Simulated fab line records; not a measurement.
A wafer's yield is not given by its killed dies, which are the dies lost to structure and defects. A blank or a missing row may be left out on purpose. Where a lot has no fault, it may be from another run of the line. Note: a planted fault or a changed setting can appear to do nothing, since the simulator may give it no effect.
Matching of chambers -- flow gf180mcu -- pecvd-01 running GF_V3_CVD_02: 3 sister chambers
The step deposits SiO2 from TEOS, target thk 850 nm, time 94.851 s. 14 wafers are shown with their chamber, then 7 later ones without.

== EACH WAFER AND ITS CHAMBER ==
wafer,chamber,heater-power-w (W)
L078.1,0,519
L078.2,1,606
L078.3,2,456
L078.4,1,641
L078.5,0,545
L078.6,2,506
L079.2,1,720
L079.3,0,545
L079.4,0,440
L083.1,0,559
L083.2,1,607
L083.4,0,429
L086.1,2,488
L086.2,0,476

SIGNATURES (averages over the wafers above)
reading,chamber 0,chamber 1,chamber 2,scatter within a chamber
heater-power-w,501.86,643.50,483.33,49.5
Rule: for a wafer and a chamber, the distance is found by dividing, reading by reading, the gap between the wafer's reading and the chamber's mean by the reading's scatter, squaring, summing and taking the root. The wafer belongs to the nearest chamber; if the next one is less than 2 further off, it can't be placed. How the scatter is found: for the shown wafers, subtract from each reading the mean of its chamber, square and add these, divide the total by (wafers less chambers), then take the root.

== WAFERS WITHOUT THEIR CHAMBER ==
wafer,heater-power-w (W)
L086.3,689
L087.2,516
L087.3,470
L087.4,511
L093.2,561
L093.5,675
L093.6,434

== EACH ONE'S CHAMBER ==
wafer,from the rows above,in truth
L086.3,1,1
L087.2,can't be placed: 0 or 2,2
L087.3,can't be placed: 2 or 0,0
L087.4,can't be placed: 0 or 2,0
L093.2,can't be placed: 0 or 2 or 1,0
L093.5,1,1
L093.6,can't be placed: 2 or 0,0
Correct placement for 2 of the 7. These rows do not allow placing 5 (true chamber among the candidates in 5). Placed wrongly: 0.
